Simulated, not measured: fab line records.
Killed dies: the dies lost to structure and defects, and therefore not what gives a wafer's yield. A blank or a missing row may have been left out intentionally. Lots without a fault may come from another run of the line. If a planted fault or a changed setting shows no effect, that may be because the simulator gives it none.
Matching of chambers	flow sky130	SKY_VIA4_CMP_02 on cmp-01 has 4 sister chambers
The step polishes SiO2. 8 wafers are shown with their chamber, then 8 later ones without.

== EACH WAFER AND ITS CHAMBER ==
wafer	chamber	motor-current-A (A)	slurry-flow-ml-min
L430.6	3	12.4	150.1
L433.2	2	14.1	149.6
L433.4	3	11.8	149.3
L435.5	1	11.2	149.6
L440.3	2	13.6	149.6
L440.5	1	10.6	149.7
L440.6	0	13.1	151.1
L438.2	0	13.7	150.0

== WAFERS WITH NO CHAMBER GIVEN ==
wafer	motor-current-A (A)	slurry-flow-ml-min
L438.3	14.5	149.4
L438.6	14.5	150.0
L441.2	13.9	149.3
L441.4	12.2	148.5
L441.5	11.3	149.5
L450.1	13.6	150.5
L450.3	11.5	150.3
L450.4	13.8	149.6

== WHICH CHAMBER EACH ONE RAN IN ==
wafer	from the rows above	in truth
L438.3	can't be placed: 2 or 0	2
L438.6	can't be placed: 2 or 0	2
L441.2	2	2
L441.4	can't be placed: 3 or 1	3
L441.5	can't be placed: 1 or 3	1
L450.1	can't be placed: 0 or 2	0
L450.3	can't be placed: 3 or 1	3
L450.4	2	2
Correctly placed: 2 of 8. Cannot be placed on the basis of these rows: 6; the candidates contain the true chamber in 6. 0 placed wrongly.
How it was worked out, from the rows above alone: a wafer's distance from a chamber is the root of the sum, over the readings, of the square of ((its reading less the chamber's mean) divided by the reading's scatter). If the next closest chamber is less than 2 further off than the closest, the wafer can't be placed; otherwise it belongs to the closest. For every chamber, the mean is computed from those of its wafers that are shown. How the scatter is found: for the shown wafers, subtract from each reading the mean of its chamber, square and add these, divide the total by (wafers less chambers), then take the root.
